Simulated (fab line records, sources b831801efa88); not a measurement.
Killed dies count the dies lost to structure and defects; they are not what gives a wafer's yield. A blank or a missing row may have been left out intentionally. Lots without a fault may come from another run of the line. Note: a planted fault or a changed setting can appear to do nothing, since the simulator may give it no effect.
Problem report in the 8D (eight disciplines) form, filled by code | flow gf180mcu | the parts of the form that need people (team, actions taken, sign-off) are left out

== 1. THE ISSUE ==
VT_IMPLANT_TW at GF_VT_IMPLANT_TW_MEAS_10 reads a mean of 586 on 1 wafer of 1 lot; wafers without a fault read 565 with a standard deviation of 4.7. That is +4.5 standard deviations from the usual mean.
Earliest sighting: wafer L670.5 on filmMetro-01 at day 8 07:16. The record has a number at this step for 14 wafers belonging to 5 lots. By rule, "out" or "out of limits" means more than 4 standard deviations away from the usual mean. Any other wafer with a number is counted as sound.

== 2. WHAT IT IS, AND WHAT IT ISN'T ==
question                    | is               | is not
which readings at this step | VT_IMPLANT_TW    | -
which lots                  | L670             | L665, L680, L681, L682
which wafers of those lots  | L670.5           | L670.1
read on which gauges        | filmMetro-01     | filmMetro-04
when                        | from day 8 07:16 | up to then (4 sound wafers); but 9 sound wafers of L680, L681, L682 came after

== 3. SUSPECTS, AND WHAT RULES EACH OUT ==
Counting: if a tool at a process step up to the reading ran every lot that is out, it stays a suspect. Sound lots after the first of them don't rule it out here, since some wafers of a struck lot are sound.
- ruled out: the gauge at GF_VT_IMPLANT_TW_MEAS_10. All the wafers that are out were read on filmMetro-01, but those of them that GF_VT_IMPLANT_IMPLANT_08 has rows for are out there too, on other tools.
- plasmaAsher-04 at GF_MVPSD_STRIP_10 (strips in O2/N2): kept. The lot that is out, L670, ran on it at day 7 14:49; the last sound lot it ran before that was L665, at day 6 10:55.
- implanter-01 at GF_VT_IMPLANT_IMPLANT_08: kept. It ran the lot that is out, L670 (day 8 07:01). Its own readings are out on those wafers: beamOnS, faradayCurrentUA.
- plasmaAsher-03 at GF_VT_IMPLANT_STRIP_09 (strips in O2/N2): kept. It ran the lot that is out, L670 (day 8 07:10).
- Within plasmaAsher-03 at GF_VT_IMPLANT_STRIP_09, the wafers that are out were processed in chamber 1 and their sound lot-mates in chamber 0.
The count leaves plasmaAsher-04 at GF_MVPSD_STRIP_10, implanter-01 at GF_VT_IMPLANT_IMPLANT_08, and plasmaAsher-03 at GF_VT_IMPLANT_STRIP_09.

== 4. THE CAUSE (what the simulator had put in) ==
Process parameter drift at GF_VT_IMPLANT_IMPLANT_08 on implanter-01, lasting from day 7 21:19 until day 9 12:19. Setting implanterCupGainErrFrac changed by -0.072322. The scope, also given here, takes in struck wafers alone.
This tool is one of the 3 suspects left after counting.

== 5. THE EFFECT CHAIN, in route order ==
Rows list readings where the struck wafers' mean (over those with a number) sits beyond 3 standard deviations from the usual. Only readings for which the record gives a usual standard deviation are gone through. hours: the time from each lot's start at the first step in this table that gives one to its start at this step, as a median over the lots. sigmas: the change in usual standard deviations.
hours | step                     | reading          | usual  | on struck wafers | change | sigmas
0     | GF_VT_IMPLANT_IMPLANT_08 | beamOnS          | 9.99 s | 11.03            | +1.04  | +4.7
0     | GF_VT_IMPLANT_IMPLANT_08 | faradayCurrentUA | 46.8   | 42.5             | -4.3   | -4.3
0     | GF_VT_IMPLANT_TW_MEAS_10 | VT_IMPLANT_TW    | 565    | 586              | +21    | +4.5
The process steps in it:
- GF_VT_IMPLANT_IMPLANT_08

== 6. HOW IT WOULD HAVE BEEN CAUGHT EARLIER ==
The first out-of-limits reading at a measuring or inspecting step in this record came at day 8 07:16, 10 hours after the fault's start at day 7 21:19.
Tool's own readings at GF_VT_IMPLANT_IMPLANT_08, beamOnS, faradayCurrentUA: out on all struck wafers the step has rows for; an alarm limit on them would have tripped on the first.
All the lots that are out (1) had begun GF_VT_IMPLANT_IMPLANT_08 on implanter-01 by day 8 07:16. Had the tool been put on hold then, not one of them would have been saved.
